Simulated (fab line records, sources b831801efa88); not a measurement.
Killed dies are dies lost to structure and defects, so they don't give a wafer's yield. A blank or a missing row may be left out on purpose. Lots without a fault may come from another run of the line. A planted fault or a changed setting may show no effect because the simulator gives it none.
Tool commonality check | flow sky130 | 13 lots, 48 wafers sampled

WHY IT WAS OPENED
At SKY_GATE_OXIDE_THK_MEAS_02 the reading GATE_OXIDE_OXIDATION_00_THK is flagged on 3 of 13 lots. Wafers without a fault read 10.11 nm, standard deviation 0.24.
Rule: a lot is flagged when every wafer of it that has a number lies more than 4 standard deviations from that mean, or none has a number. The other lots count as sound.

lot  | measured     | on            | GATE_OXIDE_OXIDATION_00_THK (nm), wafer by wafer | flag
L815 | day 13 17:29 | film_metro-02 | 9.54 9.65 9.73                                   |
L814 | day 13 18:54 | film_metro-03 | 9.93 9.92 9.98                                   |
L817 | day 14 05:12 | film_metro-03 | 10.23 10.41 10.51                                |
L818 | day 14 12:58 | film_metro-03 | 10.22 10.05 10.25                                |
L819 | day 15 04:53 | film_metro-02 | 10.37 10.42 10.64                                |
L821 | day 15 09:11 | film_metro-03 | 15.93 16.26 16.17 15.98 16.27 16.18              | FLAGGED
L824 | day 16 17:08 | film_metro-01 | 16.50 16.17 16.21 16.46 16.24 16.20              | FLAGGED
L825 | day 16 18:47 | film_metro-01 | 16.16 16.10 16.29 16.18 16.05 16.35              | FLAGGED
L829 | day 18 02:48 | film_metro-02 | 10.22 10.27 10.32                                |
L830 | day 18 06:47 | film_metro-03 | 10.46 10.42 10.32                                |
L831 | day 18 21:12 | film_metro-01 | 9.79 9.89 9.93                                   |
L833 | day 19 14:39 | film_metro-01 | 10.24 10.32 10.27                                |
L836 | day 20 13:34 | film_metro-02 | 10.10 10.12 10.12                                |
The numbers of the flagged lots are 16.21 nm on average: +6.10 nm against the usual, or +25 standard deviations.

WHICH TOOL RAN EACH LOT
The record holds 1 process step before the reading, out of a route of 708 steps. In each cell: the tool, then ch and the chambers that the sampled wafers went through, then the start.
lot  | flag    | SKY_GATE_OXIDE_OXIDATION_01
L815 |         | furnace-01 ch 0, day 13 16:05
L814 |         | furnace-01 ch 0, day 13 17:29
L817 |         | furnace-02 ch 0, day 14 03:47
L818 |         | furnace-01 ch 0, day 14 11:32
L819 |         | furnace-02 ch 0, day 15 03:27
L821 | FLAGGED | furnace-01 ch 0, day 15 05:58 and furnace-02 ch 0, day 15 07:43
L824 | FLAGGED | furnace-02 ch 0, day 16 12:52
L825 | FLAGGED | furnace-02 ch 0, day 16 15:40 and furnace-01 ch 0, day 16 17:23
L829 |         | furnace-02 ch 0, day 18 01:23
L830 |         | furnace-02 ch 0, day 18 05:22
L831 |         | furnace-01 ch 0, day 18 19:47
L833 |         | furnace-02 ch 0, day 19 13:14
L836 |         | furnace-02 ch 0, day 20 12:10
What these steps do:
- SKY_GATE_OXIDE_OXIDATION_01: stabilise 600 s, purge 300 s, target thk 10.268 nm.
- SKY_GATE_OXIDE_THK_MEAS_02

FLAGGED OVER TOTAL, TOOL BY TOOL (the gauges that took the reading come last)
step                        | tool          | lots run | flagged | share of the flagged lots | sound lots run after its first flagged lot
SKY_GATE_OXIDE_OXIDATION_01 | furnace-01    | 6        | 2       | some                      | 1 (L831)
SKY_GATE_OXIDE_OXIDATION_01 | furnace-02    | 9        | 3       | all                       | 4 (L829,L830,L833,L836)
SKY_GATE_OXIDE_THK_MEAS_02  | film_metro-01 | 4        | 2       | some                      | 2 (L831,L833)
SKY_GATE_OXIDE_THK_MEAS_02  | film_metro-02 | 4        | 0       | none                      | -
SKY_GATE_OXIDE_THK_MEAS_02  | film_metro-03 | 5        | 1       | some                      | 1 (L830)

WHAT THE TABLE ALLOWS
1 row of the table ran every flagged lot: furnace-02 at SKY_GATE_OXIDE_OXIDATION_01.
- furnace-02 at SKY_GATE_OXIDE_OXIDATION_01: 3 of its 9 lots flagged. Sound lots ran on it after the first flagged one (L829, L830, L833, L836), which a lasting fault on the whole tool wouldn't allow.
No row of the table ran every flagged lot and no sound lot after the first.

WHAT THE SIMULATOR HAD PUT IN
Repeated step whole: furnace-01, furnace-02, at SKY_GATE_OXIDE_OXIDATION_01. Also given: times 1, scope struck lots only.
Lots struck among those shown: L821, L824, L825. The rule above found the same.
